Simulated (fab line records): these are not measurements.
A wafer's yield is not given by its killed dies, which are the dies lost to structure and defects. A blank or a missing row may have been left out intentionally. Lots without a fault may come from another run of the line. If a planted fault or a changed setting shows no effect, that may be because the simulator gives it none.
Code-filled problem report in 8D (eight disciplines) form | flow sky130 | the parts of the form that need people (team, actions taken, sign-off) are left out

1. WHAT WENT WRONG
At SKY_POLY_GATE_DEVELOP_12, developer temp C averages 21.74 C over 5 wafers from 2 lots, while fault-free wafers read 20.99 C, standard deviation 0.12. That is +6.3 standard deviations from the usual mean.
The step: develop time 60 s.
Earliest sighting: wafer L966.1 on litho track-01 at day 21 22:00. The record has a number at this step for 41 wafers belonging to 14 lots. By rule, "out" or "out of limits" means more than 4 standard deviations away from the usual mean. The rest of the wafers with a number are treated as sound.

2. WHAT IT IS AND WHAT IT IS NOT
question                    | is                     | is not
which readings at this step | developer temp C       | -
which lots                  | L966, L967             | L952, L956, L958, L960, L961, L962, L963, L964, L965, L973, L974, L975
which wafers of those lots  | all that have a number | -
read on which tools         | litho track-01         | litho track-02, litho track-03
when                        | from day 21 22:00      | up to then (27 sound wafers); but 9 sound wafers of L973, L974, L975 came after

3. SUSPECTS, AND WHAT RULES EACH OUT
Counting: a tool at a process step up to the reading stays a suspect if it ran every lot that is out and no sound lot after the first of them.
- litho track-01 at SKY_POLY_GATE_DEVELOP_12 (develop time 60 s): ruled out as a lasting fault. After its first lot that is out, L966 (day 21 22:00), sound lots L973, L974 ran on it.
Left after counting: nothing in the record.

4. THE CAUSE (what the simulator had put in)
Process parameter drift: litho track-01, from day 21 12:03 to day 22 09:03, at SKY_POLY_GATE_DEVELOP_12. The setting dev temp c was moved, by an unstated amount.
Counting ruled it out, wrongly.

5. THE CHAIN OF EFFECTS, in route order
Each row: a reading whose mean over the struck wafers that have a number lies more than 3 standard deviations from the usual. Only readings whose record carries a usual standard deviation are examined. hours: median over the lots of the time between each lot's start at the first step of this table that gives one and its start at this step. sigmas: the change, counted in usual standard deviations.
hours | step                     | reading          | usual   | on struck wafers | change | sigmas
0     | SKY_POLY_GATE_DEVELOP_12 | developer temp C | 20.99 C | 21.74            | +0.75  | +6.3
It contains these process steps:
- SKY_POLY_GATE_DEVELOP_12: develop time 60 s.
Later measuring or inspecting steps at which every struck wafer that the step has a row for has a number for every such reading, and none has moved that far: SKY_LI_CONTACT_BOW_MEAS_03.

6. WHAT WOULD HAVE CAUGHT IT SOONER
In this record the first reading out of limits was taken at day 21 22:00, 10 hours after the fault began at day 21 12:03.
